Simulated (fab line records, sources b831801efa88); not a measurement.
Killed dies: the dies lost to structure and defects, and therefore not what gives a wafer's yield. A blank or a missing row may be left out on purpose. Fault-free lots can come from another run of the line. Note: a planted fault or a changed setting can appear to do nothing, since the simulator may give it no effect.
Problem report in the 8D (eight disciplines) form, filled by code || flow gf180mcu || the parts of the form that need people (team, actions taken, sign-off) are left out

1. WHAT IS WRONG
At GF_M5_CD_MEAS_07, cd-nm averages 240.4 nm over 6 wafers from 2 lots, while fault-free wafers read 279.6 nm, standard deviation 1.2. That puts it -33 standard deviations away from the usual mean.
The step: target cd 280 nm.
Earliest sighting: wafer L162.2 on cd-sem-02 at day 27 23:46. The record holds 42 wafers of 14 lots with a number at this step. Rule for "out", or "out of limits": more than 4 standard deviations from the usual mean. The other wafers with a number count as sound.

2. WHAT IT IS; WHAT IT IS NOT
{"question": "which readings at this step", "is": "cd-nm", "is not": "-"}
{"question": "which lots", "is": "L162, L163", "is not": "L158, L160, L169, L171, L172, L174, L175, L176, L177, L178, L179, L180"}
{"question": "which wafers of those lots", "is": "all that have a number", "is not": "-"}
{"question": "read on which gauges", "is": "cd-sem-02", "is not": "cd-sem-01"}
{"question": "when", "is": "from day 27 23:46", "is not": "up to then (6 sound wafers); but 30 sound wafers of L169, L171, L172, L174, L175, L176, L177, L178, L179, L180 came after"}

3. WHAT RULES OUT EACH SUSPECT
Counting: a tool at a process step up to the reading stays a suspect if it ran every lot that is out and no sound lot after the first of them.
- the gauge at GF_M5_CD_MEAS_07: kept. All the wafers that are out were read on cd-sem-02, and no step on other tools shows them out.
- pecvd-02 at GF_V4_CVD_02 (deposits SiO2 from TEOS, target thk 850 nm, time 94.851 s): ruled out as a lasting fault. The sound lots L177 went through it after L162, its earliest lot that is out (day 25 06:57).
- rie-diel-01 at GF_V4_ETCH_17 (etches SiO2 in C4F8/O2/Ar, stops on TiN, target depth 630 nm): ruled out as a lasting fault. The sound lots L169, L171, L176, L175, L177, L178, L180 went through it after L162, its earliest lot that is out (day 26 05:54). Because GF_V4_ETCH_17 lacks a start for some lots, the hours and order of its lots are taken from GF_V4_RS_MEAS_24.
- krf-scanner-01 at GF_M5_EXPOSE_04 (exposes mask Metal5, target cd 280 nm): ruled out as a lasting fault. The sound lots L174, L175, L178, L179 went through it after L162, its earliest lot that is out (day 27 13:34).
Remaining after the count: cd-sem-02 at GF_M5_CD_MEAS_07.

4. THE CAUSE (what the simulator had put in)
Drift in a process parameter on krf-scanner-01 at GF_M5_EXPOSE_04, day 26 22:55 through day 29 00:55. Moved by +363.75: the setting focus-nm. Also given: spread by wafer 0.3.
Counting ruled it out, wrongly: the rule takes a fault to strike every lot that its tool runs from its start on, and this one did not.

5. THE CHAIN OF EFFECTS, in route order
Each row: a reading whose mean over the struck wafers that have a number lies more than 3 standard deviations from the usual. Only readings whose record carries a usual standard deviation are examined. hours: median over the lots of the time between each lot's start at the first step of this table that gives one and its start at this step. sigmas: the change, counted in usual standard deviations.
{"hours": 0, "step": "GF_M5_CD_MEAS_07", "reading": "cd-nm", "usual": "279.6 nm", "on struck wafers": 240.4, "change": -39.2, "sigmas": -33}

6. WHAT WOULD HAVE CAUGHT IT SOONER
Counted from the fault's start at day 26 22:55, it took 25 hours until the first out-of-limits reading at a measuring or inspecting step in this record, taken at day 27 23:46.
Of the tool readings at GF_M5_EXPOSE_04 for which the record gives a usual standard deviation, none was out on any struck wafer, so an alarm limit of 4 standard deviations on them would not have fired.
